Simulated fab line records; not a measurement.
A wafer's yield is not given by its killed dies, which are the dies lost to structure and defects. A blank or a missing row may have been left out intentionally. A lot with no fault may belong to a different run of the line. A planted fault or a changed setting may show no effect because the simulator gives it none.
A lot that was struck, set against a sound lot | flow sky130 | 14 steps out of a route of 708
Sound: these wafers, L471.3, L471.4, L471.5. Wafers struck: L463.2, L463.5, L463.6. The cause is given at the end.
Order at every step that has rows: each side's tool, ch and its chambers, its first start. Under that, the readings that differ: sound wafers | struck wafers | difference of the means | sigmas: that difference in standard deviations of wafers without a fault.
alike: readings whose means differ by less than 2 such deviations, and words and numbers that are the same on both sides. not compared: withheld readings, readings that some wafer has no value for, bounds like >300 that may hide the same value, and numbers for which the record gives no deviation and whose values overlap.
The two part at a step that has a row with sigmas, a row that says differs or no value, or rows on one side only. Numbers that don't overlap but have no deviation are shown without sigmas and don't part them. Lack of a reading on every wafer of one side parts them only where that side has two or more wafers.

SKY_RES_XHIGH_TW_MEAS_09:
  sound on film metro-04, day 31 07:13; struck on film metro-04, day 28 21:10
  alike: RES_XHIGH_TW
then, 7 steps without rows for these wafers: SKY_SD_N_DEHYDRATE_00 (time 60 s); SKY_SD_N_HMDS_01 (prime time 60 s); SKY_SD_N_COAT_02 (resist thk 1140 nm); SKY_SD_N_SOFTBAKE_03 (time 60 s); SKY_SD_N_EXPOSE_04 (exposes mask NSDM, target cd 380 nm); SKY_SD_N_PEB_05; SKY_SD_N_DEVELOP_06 (develop time 60 s).
SKY_SD_N_CD_MEAS_07 targets a cd of 380 nm.
  sound on cd sem-01, day 32 09:55; struck on cd sem-02, day 30 01:07
  alike: cd nm
SKY_SD_N_OVL_MEAS_08:
  sound on overlay-02, day 32 10:01; struck on overlay-02, day 30 01:14
  alike: SD_N_OVL
then, 2 steps without rows for these wafers: SKY_SD_N_IMPLANT_09; SKY_SD_N_IMPLANT_10.
SKY_SD_N_STRIP_11: strips in O2/N2.
  sound on plasma asher-01 ch 0,1, day 32 10:22; struck on plasma asher-01 ch 0,1, day 30 01:34
  reading                                   | sound             | struck            | difference                    | sigmas
  oes product au (a.u.)                     | 0.521 0.517 0.532 | 0.305 0.303 0.303 | -0.220                        | -44
  strip time to endpoint s (s)              | 22.62 22.59 22.60 | - - -             | no value on the struck wafers |
  model.NOVOLAK_of_SD_N_COAT_02.thk nm (nm) | 0 0 0             | 864.9 863.7 865.8 | +864.8                        |
  alike: drypump motor current A
  not compared: rf hours counter h
SKY_SD_N_TW_MEAS_12:
  sound on film metro-04, day 32 10:28; struck on film metro-01, day 30 01:40
  alike: SD_N_TW

WHERE THEY PART
SKY_SD_N_STRIP_11 only, going by this record. Later steps at which nothing parts them and some readings are alike: SKY_SD_N_TW_MEAS_12.

WHY: whatever the simulator had introduced
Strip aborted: plasma asher-01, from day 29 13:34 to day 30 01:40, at SKY_SD_N_STRIP_11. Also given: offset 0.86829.
